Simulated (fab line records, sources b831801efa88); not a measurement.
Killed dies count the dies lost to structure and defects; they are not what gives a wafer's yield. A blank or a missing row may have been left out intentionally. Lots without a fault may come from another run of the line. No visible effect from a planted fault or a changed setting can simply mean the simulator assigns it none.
Code-filled problem report in 8D (eight disciplines) form | flow sky130 | the parts of the form that need people (team, actions taken, sign-off) are left out

== 1. THE PROBLEM ==
Wafers without a fault read 49.997, standard deviation 0.017; beam energy keV at SKY_LDD_N_IMPLANT_12 reads a mean of 48.204 on 6 wafers belonging to 2 lots. So: -99 or more standard deviations from the usual mean.
Seen first at day 22 17:30 on implanter-04, wafer L230.3. The record has a number at this step for 39 wafers belonging to 13 lots. Rule for "out", or "out of limits": more than 4 standard deviations from the usual mean. All remaining wafers that have a number are taken as sound.

== 2. WHAT THIS IS AND IS NOT ==
question                    | is                     | is not
which readings at this step | beam energy keV        | tilt deg
which lots                  | L230, L231             | L218, L219, L222, L223, L227, L228, L229, L233, L234, L238, L240
which wafers of those lots  | all that have a number | -
read on which tools         | implanter-04           | implanter-01, implanter-03
when                        | from day 22 17:30      | up to then (21 sound wafers); but 12 sound wafers of L233, L234, L238, L240 came after

== 3. SUSPECTS, AND WHAT RULES EACH OUT ==
Counting: a tool at a process step up to the reading stays a suspect if it ran every lot that is out and no sound lot after the first of them.
- rie diel-04 at SKY_FIELD_ISO_ETCH_14 (etches BARC in N2/H2, stops on SiO2, time 45.9 s, target depth 60 nm): kept. All lots that are out passed through it, beginning with L230 at day 4 23:44, and no sound lot followed; its final sound lot before that point was L228 at day 4 14:11.
- implanter-04 at SKY_LDD_N_IMPLANT_12: ruled out as a lasting fault. After its first lot that is out, L230 (day 22 17:30), sound lots L240 ran on it.
Remaining after the count: rie diel-04 at SKY_FIELD_ISO_ETCH_14.

== 4. THE CAUSE (what the simulator had put in) ==
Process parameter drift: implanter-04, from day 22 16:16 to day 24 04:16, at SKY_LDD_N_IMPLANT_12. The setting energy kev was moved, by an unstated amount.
Counting ruled it out, wrongly.

== 5. THE CHAIN OF EFFECTS, in route order ==
Each row: a reading where the mean over the struck wafers with a number is more than 3 standard deviations away from the usual. Only readings for which the record gives a usual standard deviation are gone through. hours: the time from each lot's start at the first step in this table that gives one to its start at this step, as a median over the lots. sigmas: the change in usual standard deviations.
hours | step                 | reading         | usual  | on struck wafers | change | sigmas
0     | SKY_LDD_N_IMPLANT_12 | beam energy keV | 49.997 | 48.204           | -1.793 | -99 or more
The process steps in it:
- SKY_LDD_N_IMPLANT_12

== 6. HOW IT WOULD HAVE BEEN CAUGHT EARLIER ==
In this record the first reading out of limits was taken at day 22 17:30, 1 hour after the fault began at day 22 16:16.
